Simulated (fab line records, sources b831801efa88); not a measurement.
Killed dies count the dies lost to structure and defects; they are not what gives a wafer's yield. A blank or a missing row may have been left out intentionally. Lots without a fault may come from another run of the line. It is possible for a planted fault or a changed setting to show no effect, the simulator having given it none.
fab line records ; flow sky130
record: lots: 10; wafers: 30; last-day: 50
route steps=708 shown SONOS_ONO@182 POLY_GATE@205 LDD_HVN@276 CAPM@539 PAD_OPEN@708
lots that met no fault: from a run of the same line without faults
start-h: hours from the record's first day to the start of the lot's first wafer shown ; wait-h: hours elapsed since this lot's preceding step ; " same as the row above ; L1.1+2: a single row standing in for several wafers ; - no value, or no start given ; * or withheld: withheld ; < > ~ a bound
route shown NAME@n: names a module that has steps shown in the file, with the first one's number in the route ; usual: mean and standard deviation over wafers with no fault ; same: alike in all rows ; chamber/n: place in a boat ; sites: the reading at each site ; _std_site: the standard deviation of these ; _edge_site: outer sites' mean less inner sites' ; radius-mm: for every site, how far away it sits from the centre of the wafer ; mask NAME#n: copy n ; behind: the last tool/chamber to shape the wafer ; hold: why the lot went on hold/how many hours it stayed there/how the hold came to an end ; device: the n, p or np transistor that did not switch ; end of line: the route-end tests of the same wafers ; a step given without rows: its recipe and nothing more ; killed: count of dies lost to structure and defects at first sort (not the wafer's yield) ; map: a wafer's dies, x killed, . not, _ none there
set.NAME: the setting as run; set.NAME@STEP: as run at that earlier step ; model.NAME: the simulator's own value behind a step, which no gauge read
a sample of lots followed through the steps of the route, with each step as a table and each wafer as a row
services: the hour from which a tool's chamber was out of use, counted from the record's first day as start-h (under 0 if before that day), plus the number of hours and why
== steps ==
step: SKY_SONOS_ONO_OVL_MEAS_14
usual: SONOS_ONO_OVL: -0.8/1.5
lot.wafer;tool;chamber;start-h;wait-h;SONOS_ONO_OVL[nm]
L778.1;overlay-01;-;277.46;0.1;0.5
L778.2;overlay-01;-;277.46;0.1;0.4
L778.6;overlay-01;-;277.46;0.1;0.2
L780.1;overlay-01;-;300.77;0.1;-2.3
L780.4;overlay-01;-;300.77;0.1;0.4
L780.6;overlay-01;-;300.77;0.1;-0.6
L788.1;overlay-01;-;357.86;0.1;0.1
L788.4;overlay-01;-;357.86;0.1;-1.2
L788.6;overlay-01;-;357.86;0.1;1.0
L790.1;overlay-01;-;380.83;0.1;-1.2
L790.3;overlay-01;-;380.83;0.1;-0.7
L790.6;overlay-01;-;380.83;0.1;-0.6
L794.1;overlay-02;-;428.47;0.1;-0.7
L794.2;overlay-02;-;428.47;0.1;-1.2
L794.3;overlay-02;-;428.47;0.1;2.0
L795.1;overlay-02;-;428.93;0.1;1.4
L795.4;overlay-02;-;428.93;0.1;0.1
L795.6;overlay-02;-;428.93;0.1;-1.0
L798.1;overlay-01;-;441.71;0.1;2.2
L798.2;overlay-01;-;441.71;0.1;-0.5
L798.4;overlay-01;-;441.71;0.1;-0.9
L799.2;overlay-02;-;454.41;0.1;-0.3
L799.3;overlay-02;-;454.41;0.1;-2.0
L799.6;overlay-02;-;454.41;0.1;-1.0
L800.2;overlay-01;-;458.61;0.1;-3.6
L800.3;overlay-01;-;458.61;0.1;-2.7
L800.4;overlay-01;-;458.61;0.1;-2.8
L801.2;overlay-01;-;471.93;0.1;-1.8
L801.3;overlay-01;-;471.93;0.1;-1.0
L801.6;overlay-01;-;471.93;0.1;-3.1
step: SKY_POLY_GATE_THK_MEAS_01
recipe: reads: poly-Si_of_POLY_GATE_CVD_00
usual: POLY_GATE_CVD_00_THK: 179.7/1.8
lot.wafer;tool;chamber;start-h;wait-h;POLY_GATE_CVD_00_THK[nm]
L778.1;film-metro-03;-;310.32;0.0;179.3
L778.2;film-metro-03;-;310.32;0.0;179.9
L778.6;film-metro-03;-;310.32;0.0;179.7
L780.1;film-metro-02;-;335.84;0.0;179.6
L780.4;film-metro-02;-;335.84;0.0;179.3
L780.6;film-metro-02;-;335.84;0.0;178.7
L788.1;film-metro-02;-;396.06;0.0;182.4
L788.4;film-metro-02;-;396.06;0.0;180.6
L788.6;film-metro-02;-;396.06;0.0;179.7
L790.1;film-metro-01;-;415.15;0.0;179.7
L790.3;film-metro-01;-;415.15;0.0;180.4
L790.6;film-metro-01;-;415.15;0.0;179.9
L794.1;film-metro-03;-;463.93;0.0;179.4
L794.2;film-metro-03;-;463.93;0.0;179.2
L794.3;film-metro-03;-;463.93;0.0;178.1
L795.1;film-metro-03;-;465.13;0.0;182.3
L795.4;film-metro-03;-;465.13;0.0;179.5
L795.6;film-metro-03;-;465.13;0.0;181.7
L798.1;film-metro-02;-;478.08;0.0;182.2
L798.2;film-metro-02;-;478.08;0.0;179.9
L798.4;film-metro-02;-;478.08;0.0;178.5
L799.2;film-metro-01;-;491.14;0.0;179.5
L799.3;film-metro-01;-;491.14;0.0;182.6
L799.6;film-metro-01;-;491.14;0.0;180.8
L800.2;film-metro-03;-;494.04;0.0;181.6
L800.3;film-metro-03;-;494.04;0.0;180.8
L800.4;film-metro-03;-;494.04;0.0;182.9
L801.2;film-metro-02;-;507.38;0.0;179.9
L801.3;film-metro-02;-;507.38;0.0;181.6
L801.6;film-metro-02;-;507.38;0.0;178.5
step: SKY_LDD_HVN_STRIP_09
recipe: chemistry: O2/N2; power-w: 1400; pressure-mtorr: 1500; platen-temp-c: withheld; o2-flow-sccm: 3000; n2-flow-sccm: 300; overash-fraction: 0.5
usual: drypump-motor-current-A: 5.74/0.23; oes-product-au: 0.409/0.0049; strip-time-to-endpoint-s: 4.143/0.016
lot.wafer;tool;chamber;start-h;wait-h;drypump-motor-current-A;oes-product-au;rf-hours-counter-h;strip-time-to-endpoint-s
L778.1;plasma-asher-04;1;461.50;0.1;5.92;0.404;76;4.143
L778.2;plasma-asher-04;0;461.50;0.1;5.78;0.409;76;4.121
L778.6;plasma-asher-04;0;461.50;0.1;5.77;0.401;-;4.133
L780.1;plasma-asher-03;1;489.00;0.1;5.95;0.412;6;4.178
L780.4;plasma-asher-03;1;489.00;0.1;5.97;0.415;-;4.144
L780.6;plasma-asher-03;1;489.00;0.1;5.97;0.414;-;4.146
L788.1;plasma-asher-04;1;553.85;0.1;5.87;0.407;86;4.160
L788.4;plasma-asher-04;1;553.85;0.1;5.84;0.408;-;4.157
L788.6;plasma-asher-04;0;553.85;0.1;5.78;0.397;-;4.159
L790.1;plasma-asher-04;0;570.49;0.1;5.75;0.407;88;4.137
L790.3;plasma-asher-04;1;570.49;0.1;5.90;0.413;-;4.123
L790.6;plasma-asher-04;0;570.49;0.1;5.76;0.405;-;4.123
L794.1;plasma-asher-03;1;617.35;0.1;5.98;0.396;19;4.150
L794.2;plasma-asher-03;0;617.35;0.1;5.84;0.409;19;4.145
L794.3;plasma-asher-03;1;617.35;0.1;5.96;0.409;-;4.152
L795.1;plasma-asher-04;1;620.10;0.1;5.88;0.406;93;4.146
L795.4;plasma-asher-04;1;620.10;0.1;5.89;0.404;-;4.147
L795.6;plasma-asher-04;0;620.10;0.1;5.80;0.411;-;4.135
L798.1;plasma-asher-03;0;632.60;0.1;5.79;0.412;20;4.145
L798.2;plasma-asher-03;1;632.60;0.1;5.94;0.400;20;4.143
L798.4;plasma-asher-03;1;632.60;0.1;5.97;0.415;-;4.142
L799.2;plasma-asher-04;0;647.30;0.1;5.76;0.415;96;4.124
L799.3;plasma-asher-04;1;647.30;0.1;5.89;0.411;-;4.132
L799.6;plasma-asher-04;1;647.30;0.1;5.93;0.417;-;4.137
L800.2;plasma-asher-04;0;652.95;0.1;5.79;0.407;96;4.122
L800.3;plasma-asher-04;0;652.95;0.1;5.79;0.401;-;4.146
L800.4;plasma-asher-04;1;652.95;0.1;5.82;0.414;-;4.141
L801.2;plasma-asher-01;0;659.79;0.1;5.26;0.408;88;4.116
L801.3;plasma-asher-01;0;659.79;0.1;5.27;0.409;-;4.121
L801.6;plasma-asher-01;1;659.79;0.1;5.71;0.412;-;4.130
step: SKY_CAPM_SPUTTER_02
recipe: material: TiN; target-thk-nm: 200; temp-c: 300; power-w: 6500; time-s: 166.7; chamber-pressure-pa: 0.4
usual: throttle-valve-pct: 29.4/1.2
lot.wafer;tool;chamber;start-h;wait-h;throttle-valve-pct
L778.1;pvd-sputter-04;-;850.14;0.1;28.8
L778.2;pvd-sputter-04;-;850.14;0.1;27.8
L778.6;pvd-sputter-04;-;850.14;0.1;29.0
L780.1;pvd-sputter-04;-;868.65;0.1;28.6
L780.4;pvd-sputter-04;-;868.65;0.1;27.8
L780.6;pvd-sputter-04;-;868.65;0.1;27.7
L788.1;pvd-sputter-04;-;923.69;0.1;29.0
L788.4;pvd-sputter-04;-;923.69;0.1;29.8
L788.6;pvd-sputter-04;-;923.69;0.1;29.1
L790.1;pvd-sputter-04;-;938.74;0.1;30.0
L790.3;pvd-sputter-04;-;938.74;0.1;27.9
L790.6;pvd-sputter-04;-;938.74;0.1;29.9
L794.1;pvd-sputter-02;-;977.39;0.1;31.0
L794.2;pvd-sputter-02;-;977.39;0.1;30.5
L794.3;pvd-sputter-02;-;977.39;0.1;31.8
L795.1;pvd-sputter-01;-;980.69;0.1;30.3
L795.4;pvd-sputter-01;-;980.69;0.1;29.6
L795.6;pvd-sputter-01;-;980.69;0.1;28.4
L798.1;pvd-sputter-04;-;992.82;0.1;27.7
L798.2;pvd-sputter-04;-;992.82;0.1;28.6
L798.4;pvd-sputter-04;-;992.82;0.1;30.0
L799.2;pvd-sputter-04;-;1000.03;0.0;29.0
L799.3;pvd-sputter-04;-;1000.03;0.0;27.7
L799.6;pvd-sputter-04;-;1000.03;0.0;27.8
L800.2;pvd-sputter-04;-;1008.21;0.0;29.8
L800.3;pvd-sputter-04;-;1008.21;0.0;28.0
L800.4;pvd-sputter-04;-;1008.21;0.0;29.0
L801.2;pvd-sputter-02;-;1011.90;0.0;31.5
L801.3;pvd-sputter-02;-;1011.90;0.0;30.7
L801.6;pvd-sputter-02;-;1011.90;0.0;31.0
step: SKY_CAPM_RS_MEAS_03
recipe: thk-meas-gauge: four-point-probe; reads: TiN_of_CAPM_SPUTTER_02
usual: CAPM_TIN_RS: 6.90/0.087
lot.wafer;tool;chamber;start-h;wait-h;CAPM_TIN_RS[ohm/sq]
L778.1;film-metro-04;-;850.25;0.1;6.98
L778.2;film-metro-04;-;850.25;0.1;6.95
L778.6;film-metro-04;-;850.25;0.1;6.98
L780.1;film-metro-02;-;868.76;0.1;6.90
L780.4;film-metro-02;-;868.76;0.1;6.91
L780.6;film-metro-02;-;868.76;0.1;6.97
L788.1;film-metro-04;-;923.80;0.1;6.82
L788.4;film-metro-04;-;923.80;0.1;9.56
L788.6;film-metro-04;-;923.80;0.1;6.79
L790.1;film-metro-02;-;938.84;0.1;6.88
L790.3;film-metro-02;-;938.84;0.1;9.83
L790.6;film-metro-02;-;938.84;0.1;6.89
L794.1;film-metro-04;-;977.49;0.1;6.85
L794.2;film-metro-04;-;977.49;0.1;6.83
L794.3;film-metro-04;-;977.49;0.1;6.87
L795.1;film-metro-03;-;980.80;0.1;6.87
L795.4;film-metro-03;-;980.80;0.1;6.97
L795.6;film-metro-03;-;980.80;0.1;6.91
L798.1;film-metro-02;-;992.93;0.1;6.84
L798.2;film-metro-02;-;992.93;0.1;6.88
L798.4;film-metro-02;-;992.93;0.1;6.88
L799.2;film-metro-04;-;1000.16;0.1;6.84
L799.3;film-metro-04;-;1000.16;0.1;6.78
L799.6;film-metro-04;-;1000.16;0.1;6.79
L800.2;film-metro-04;-;1008.34;0.1;6.81
L800.3;film-metro-04;-;1008.34;0.1;6.87
L800.4;film-metro-04;-;1008.34;0.1;6.87
L801.2;film-metro-04;-;1012.03;0.1;6.87
L801.3;film-metro-04;-;1012.03;0.1;6.85
L801.6;film-metro-04;-;1012.03;0.1;6.88
step: SKY_CAPM_THK_MEAS_04
recipe: thk-meas-gauge: xrf; reads: TiN_of_CAPM_SPUTTER_02
usual: CAPM_TIN_THK: 197.4/2.3
lot.wafer;tool;chamber;start-h;wait-h;CAPM_TIN_THK[nm]
L778.1;film-metro-04;-;850.37;0.1;194.8
L778.2;film-metro-04;-;850.37;0.1;196.1
L778.6;film-metro-04;-;850.37;0.1;194.5
L780.1;film-metro-02;-;868.88;0.1;198.8
L780.4;film-metro-02;-;868.88;0.1;198.3
L780.6;film-metro-02;-;868.88;0.1;197.0
L788.1;film-metro-04;-;923.92;0.1;198.2
L788.4;film-metro-04;-;923.92;0.1;143.8
L788.6;film-metro-04;-;923.92;0.1;200.5
L790.1;film-metro-02;-;938.96;0.1;198.0
L790.3;film-metro-02;-;938.96;0.1;139.8
L790.6;film-metro-02;-;938.96;0.1;197.6
L794.1;film-metro-04;-;977.61;0.1;197.9
L794.2;film-metro-04;-;977.61;0.1;199.5
L794.3;film-metro-04;-;977.61;0.1;197.8
L795.1;film-metro-03;-;980.92;0.1;196.5
L795.4;film-metro-03;-;980.92;0.1;195.0
L795.6;film-metro-03;-;980.92;0.1;196.2
L798.1;film-metro-02;-;993.05;0.1;198.8
L798.2;film-metro-02;-;993.05;0.1;198.0
L798.4;film-metro-02;-;993.05;0.1;198.4
L799.2;film-metro-04;-;1000.27;0.1;198.2
L799.3;film-metro-04;-;1000.27;0.1;199.3
L799.6;film-metro-04;-;1000.27;0.1;199.7
L800.2;film-metro-04;-;1008.45;0.1;199.6
L800.3;film-metro-04;-;1008.45;0.1;198.3
L800.4;film-metro-04;-;1008.45;0.1;197.5
L801.2;film-metro-04;-;1012.14;0.1;198.1
L801.3;film-metro-04;-;1012.14;0.1;198.7
L801.6;film-metro-04;-;1012.14;0.1;198.2
step: SKY_CAPM_METAL_ETCH_13
recipe: target-depth-nm: 220; stop-on: SiO2; chemistry: Cl2/BCl3; target: TiN; pressure-mtorr: 10; icp-w: 900; bias-w: 48.5; Cl2_flow_sccm: 60; bcl3-flow-sccm: 30; time-s: 62.9
usual: drypump-motor-current-A: 5.6/0.37; oes-product-au: 0.943/0.0084; throttle-valve-pct: 21.901/0.01
lot.wafer;tool;chamber;start-h;wait-h;drypump-motor-current-A;oes-product-au;rf-hours-counter-h;throttle-valve-pct
L778.1;rie-metal-03;1;876.39;0.0;5.0;0.940;12;21.910
L778.2;rie-metal-03;0;876.39;0.0;5.1;0.941;2;21.901
L778.6;rie-metal-03;1;876.39;0.0;5.0;0.944;-;21.902
L780.1;rie-metal-02;1;894.40;0.0;6.0;0.949;8;21.910
L780.4;rie-metal-02;0;894.40;0.0;5.7;0.941;-;21.887
L780.6;rie-metal-02;0;894.40;0.0;5.7;0.934;-;21.925
L788.1;rie-metal-04;0;947.92;0.0;5.9;0.941;12;21.901
L788.4;rie-metal-04;0;947.92;0.0;5.9;0.777;-;22.010
L788.6;rie-metal-04;0;947.92;0.0;5.9;0.946;-;21.904
L790.1;rie-metal-03;1;962.95;0.0;4.9;0.946;16;21.885
L790.3;rie-metal-03;1;962.95;0.0;5.0;0.773;-;21.995
L790.6;rie-metal-03;1;962.95;0.0;5.0;0.949;-;21.914
L794.1;rie-metal-04;1;1000.30;0.0;5.7;0.946;3;21.897
L794.2;rie-metal-04;0;1000.30;0.0;5.9;0.948;15;21.902
L794.3;rie-metal-04;0;1000.30;0.0;5.9;0.946;-;21.907
L795.1;rie-metal-03;0;1004.02;0.0;5.1;0.945;7;21.898
L795.4;rie-metal-03;1;1004.02;0.0;5.0;0.933;-;21.916
L795.6;rie-metal-03;1;1004.02;0.0;5.0;0.945;-;21.883
L798.1;rie-metal-02;1;1016.14;0.0;6.0;0.954;15;21.895
L798.2;rie-metal-02;0;1016.14;0.0;5.7;0.953;22;21.898
L798.4;rie-metal-02;0;1016.14;0.0;5.7;0.947;-;21.909
L799.2;rie-metal-02;1;1022.78;0.0;6.0;0.957;16;21.916
L799.3;rie-metal-02;1;1022.78;0.0;6.0;0.961;-;21.903
L799.6;rie-metal-02;1;1022.78;0.0;6.0;0.948;-;21.894
L800.2;rie-metal-02;0;1031.43;0.0;5.7;0.955;23;21.901
L800.3;rie-metal-02;1;1031.43;0.0;6.0;0.936;-;21.904
L800.4;rie-metal-02;0;1031.43;0.0;5.7;0.951;-;21.892
L801.2;rie-metal-04;0;1035.10;0.0;5.9;0.950;17;21.903
L801.3;rie-metal-04;0;1035.10;0.0;5.9;0.947;-;21.894
L801.6;rie-metal-04;0;1035.10;0.0;5.9;0.949;-;21.887
step: SKY_PAD_OPEN_PROBE_99
usual: defect-limited-yield: 81.9/1.9; killed_at_M0_to_M3: 45/7.3; killed_at_M4_up: 3.2/1.8; killed-at-contacts: 25/5.5; killed-at-front-end: 15/4.2; killed-at-other: 0.3/0.69; killed-dies: 89/9.4; killed-open: 49/6.6; killed-short: 40/6.4; sort_bin_3_pad_short: 0.9/0.43; sort_bin_5_function: 10.7/1.5; sort_bin_6_memory: 6.5/1.2; sort-n-pass: 403/9.4; sort-yield-pct: 81.9/1.9
same: gross-dies: 492; killed-at-back-side: 0; sort_bin_4_leakage[%]: 0; sort_bin_8_speed[%]: 0
lot.wafer;tool;chamber;start-h;wait-h;defect-limited-yield[%];killed_at_M0_to_M3;killed_at_M4_up;killed-at-contacts;killed-at-front-end;killed-at-other;killed-dies;killed-open;killed-short;sort_bin_3_pad_short[%];sort_bin_5_function[%];sort_bin_6_memory[%];sort-n-pass;sort-yield-pct[%]
L778.1;prober-01;-;1076.02;0.1;80.9;51;3;22;18;0;94;59;35;0.6;9.6;8.9;398;80.9
L778.2;prober-01;-;1076.07;0.1;85.2;31;4;24;14;0;73;41;32;2.0;7.3;5.5;419;85.2
L778.6;prober-01;-;1076.27;0.2;83.7;43;4;21;12;0;80;48;32;0.4;8.9;6.9;412;83.7
L780.1;prober-02;-;1092.02;0.1;81.3;52;1;25;14;0;92;51;41;0.4;11.4;6.9;400;81.3
L780.4;prober-02;-;1092.17;0.2;81.1;48;2;28;15;0;93;54;39;1.2;10.6;7.1;399;81.1
L780.6;prober-02;-;1092.27;0.2;78.7;54;5;30;16;0;105;55;50;2.0;10.8;8.5;387;78.7
L790.1;prober-02;-;1145.51;0.1;81.9;48;5;18;17;1;89;35;52;0.8;12.6;4.7;403;81.9
L790.3;prober-02;-;1145.61;0.2;81.5;48;2;30;11;0;91;50;41;1.0;12.2;5.3;401;81.5
L790.6;prober-02;-;1145.76;0.2;79.7;59;1;26;13;1;100;62;38;0.6;12.2;7.5;392;79.7
L795.1;prober-01;-;1177.16;0.1;80.5;53;4;27;12;0;96;55;41;0.8;11.6;7.1;396;80.5
L795.4;prober-01;-;1177.31;0.2;82.9;36;2;26;20;0;84;43;41;0.8;9.1;7.1;408;82.9
L795.6;prober-01;-;1177.41;0.2;79.3;51;3;27;20;1;102;57;45;1.6;12.6;6.5;390;79.3
killed by level:class
L778.1 VIA1:geometric-particle:open=11 CONTACT:geometric-particle:open=11 POLY_GATE:geometric-particle:short=9 LI_CONTACT:geometric-particle:open=9 VIA3:geometric-particle:open=8 METAL2:geometric-particle:short=7 VIA2:geometric-particle:open=7 VIA1:geometric-particle:short=5
L778.2 CONTACT:geometric-particle:open=9 VIA2:geometric-particle:open=9 FIELD_ISO:geometric-particle:short=6 LI_CONTACT:geometric-particle:open=6 CONTACT:geometric-particle:short=4 METAL1:geometric-particle:short=4 VIA1:geometric-particle:open=4 FIELD_ISO:geometric-particle:open=3
L778.6 VIA1:geometric-particle:open=10 CONTACT:geometric-particle:open=9 VIA2:geometric-particle:open=9 LI_CONTACT:geometric-particle:open=5 VIA1:geometric-particle:short=5 METAL1:geometric-particle:short=4 VIA2:geometric-particle:short=4 FIELD_ISO:geometric-particle:open=3
L780.1 VIA1:geometric-particle:open=13 VIA3:geometric-particle:open=12 LI_CONTACT:geometric-particle:open=9 METAL2:geometric-particle:short=6 FIELD_ISO:geometric-particle:short=5 LOCAL_INTERCONNECT:geometric-particle:short=5 METAL1:geometric-particle:short=5 VIA1:geometric-particle:short=5
L780.4 CONTACT:geometric-particle:open=13 VIA1:geometric-particle:open=9 VIA1:geometric-particle:short=7 VIA2:geometric-particle:open=7 LI_CONTACT:geometric-particle:open=6 METAL1:geometric-particle:short=6 VIA3:geometric-particle:open=5 FIELD_ISO:geometric-particle:open=4
L780.6 LI_CONTACT:geometric-particle:open=11 VIA1:geometric-particle:open=11 VIA1:geometric-particle:short=9 CONTACT:geometric-particle:open=9 VIA3:geometric-particle:open=9 FIELD_ISO:geometric-particle:short=5 METAL1:geometric-particle:short=5 LI_CONTACT:geometric-particle:short=4
L790.1 METAL1:geometric-particle:short=10 VIA3:geometric-particle:short=8 VIA3:geometric-particle:open=7 CONTACT:geometric-particle:open=7 LOCAL_INTERCONNECT:geometric-particle:short=6 VIA1:geometric-particle:short=5 SPACER:geometric-particle:short=4 METAL2:geometric-particle:short=4
L790.3 CONTACT:geometric-particle:open=13 VIA1:geometric-particle:open=11 CONTACT:geometric-particle:short=8 VIA2:geometric-particle:open=8 VIA3:geometric-particle:short=6 METAL2:geometric-particle:short=5 LI_CONTACT:geometric-particle:open=4 METAL1:geometric-particle:short=4
L790.6 VIA1:geometric-particle:open=17 LOCAL_INTERCONNECT:geometric-particle:short=7 LI_CONTACT:geometric-particle:open=7 VIA3:geometric-particle:open=7 CONTACT:geometric-particle:open=6 METAL1:geometric-particle:open=5 FIELD_ISO:geometric-particle:open=5 METAL2:geometric-particle:open=5
L795.1 VIA1:geometric-particle:open=16 VIA3:geometric-particle:open=9 LI_CONTACT:geometric-particle:open=8 VIA1:geometric-particle:short=7 FIELD_ISO:geometric-particle:open=6 VIA3:geometric-particle:short=6 VIA2:geometric-particle:open=5 LI_CONTACT:geometric-particle:short=5
L795.4 FIELD_ISO:geometric-particle:short=8 FIELD_ISO:geometric-particle:open=8 LI_CONTACT:geometric-particle:open=8 CONTACT:geometric-particle:open=8 VIA1:geometric-particle:open=8 LOCAL_INTERCONNECT:geometric-particle:short=7 METAL1:geometric-particle:short=5 VIA2:geometric-particle:short=5
L795.6 CONTACT:geometric-particle:open=13 VIA2:geometric-particle:open=8 VIA1:geometric-particle:open=8 VIA3:geometric-particle:open=7 METAL2:geometric-particle:short=6 FIELD_ISO:geometric-particle:open=6 LOCAL_INTERCONNECT:geometric-particle:short=6 METAL1:geometric-particle:short=6
== services ==
tool;chamber;start-h;hours;kind
rie-metal-03;0;458.05;3.1;repair
rie-metal-02;0;497.60;36.8;repair
pvd-sputter-04;-;565.94;4.1;repair
rie-metal-02;1;586.25;5.5;repair
rie-metal-02;-;591.20;1.3;repair
rie-metal-04;0;625.22;18.2;repair
rie-metal-03;0;630.86;18.8;repair
pvd-sputter-04;-;672.37;7.4;repair
rie-metal-02;-;681.95;0.7;repair
rie-metal-04;-;695.29;2.8;pm
plasma-asher-04;-;733.75;9.0;pm
plasma-asher-03;-;802.61;2.8;pm
plasma-asher-04;-;816.29;3.6;repair
rie-metal-02;-;817.24;1.4;pm
rie-metal-03;-;857.08;2.8;pm
plasma-asher-03;-;896.65;0.3;repair
plasma-asher-04;-;900.28;9.3;repair
pvd-sputter-04;-;909.05;1.5;repair
rie-metal-02;-;918.99;2.8;pm
plasma-asher-03;-;919.08;3.2;repair
rie-metal-04;0;926.35;19.5;repair
pvd-sputter-04;-;952.46;1.3;repair
pvd-sputter-04;-;987.84;2.0;repair
plasma-asher-04;-;1004.67;1.3;repair
== key ==
first-sign: step: SKY_CAPM_RS_MEAS_03; reading: CAPM_TIN_RS; direction: up; sigmas: 32; usual: 6.90; struck: 9.69
effect: step: SKY_CAPM_THK_MEAS_04; reading: CAPM_TIN_THK; direction: down; sigmas: 24; usual: 197.4; struck: 141.8
effect: step: SKY_CAPM_METAL_ETCH_13; reading: oes-product-au; direction: down; sigmas: 20; usual: 0.943; struck: 0.775
met-at SKY_CAPM_SPUTTER_02
struck-lots L788,L790
struck-wafers L788.4,L790.3
not-acting-at SKY_SONOS_ONO_OVL_MEAS_14,SKY_POLY_GATE_THK_MEAS_01,SKY_LDD_HVN_STRIP_09
onset-between 868.65 923.69
fault: kind: process-parameter-drift; tool: pvd-sputter-04; chamber: -; onset-h: 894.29; steps: SKY_CAPM_SPUTTER_02; channel: target-thk-nm; offset: -57.914; shape: step; end-h: 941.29; scope: struck-wafers-only; acts-in: these-recipes-only; stated: 200
